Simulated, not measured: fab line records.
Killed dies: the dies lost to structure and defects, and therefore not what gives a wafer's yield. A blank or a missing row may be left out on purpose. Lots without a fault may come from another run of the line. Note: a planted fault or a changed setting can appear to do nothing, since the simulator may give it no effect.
Chamber matching    flow sky130    SKY_POLY_GATE_ETCH_17 on rieSi-02 has 4 sister chambers
The step etches poly-Si in HBr/Cl2, stops on SiO2, target depth 180 nm, time 70.5 s. 15 wafers are shown with their chamber, then 7 later ones without.

WAFERS PAIRED WITH THEIR CHAMBERS
wafer   chamber  drypumpMotorCurrentA (A)  oesProductAu (a.u.)  throttleValvePct (%)
L950.1  0        5.5                       0.984                33.675
L950.2  3        6.0                       0.983                33.686
L950.5  1        5.7                       0.974                33.692
L954.1  0        5.6                       0.980                33.682
L954.2  3        6.0                       0.983                33.677
L954.5  3        6.0                       0.980                33.681
L958.1  3        6.0                       0.987                33.674
L958.3  2        6.8                       0.995                33.682
L958.4  1        5.7                       0.984                33.670
L959.1  0        5.5                       0.980                33.684
L959.4  3        6.0                       0.994                33.675
L959.6  1        5.7                       0.984                33.666
L960.5  3        6.0                       0.975                33.696
L960.6  0        5.6                       0.989                33.678
L961.5  0        5.6                       0.984                33.668

SIGNATURES, as means of the wafers listed above
reading               chamber 0  chamber 1  chamber 2  chamber 3  scatter within a chamber
drypumpMotorCurrentA  5.560      5.700      6.800      6.000      0.033
oesProductAu          0.98340    0.98067    0.99500    0.98367    0.00547
throttleValvePct      33.67740   33.67600   33.68200   33.68150   0.00905
Rule: for each reading, subtract the chamber's mean from the wafer's reading, divide by that reading's scatter and square the result; add these up over the readings and take the root, which gives the wafer's distance from the chamber. If the next closest chamber is less than 2 further off than the closest, the wafer can't be placed; otherwise it belongs to the closest. The scatter is the square root of a quotient: the sum, over the shown wafers, of each reading's squared deviation from its chamber's mean, divided by wafers minus chambers.

WAFERS WITH NO CHAMBER GIVEN
wafer   drypumpMotorCurrentA (A)  oesProductAu (a.u.)  throttleValvePct (%)
L963.2  6.8                       0.981                33.687
L971.1  5.7                       0.986                33.693
L971.3  6.8                       0.998                33.674
L971.6  5.8                       0.977                33.680
L972.1  5.7                       0.974                33.686
L972.2  6.9                       0.987                33.680
L972.4  6.0                       0.987                33.670

THE CHAMBER EACH PASSED THROUGH
wafer   from the rows above  in truth
L963.2  2                    2
L971.1  1                    1
L971.3  2                    2
L971.6  1                    1
L972.1  1                    1
L972.2  2                    2
L972.4  3                    3
Placed correctly: 7 of 7. Can't be placed from these rows: 0. Placed wrongly: 0.
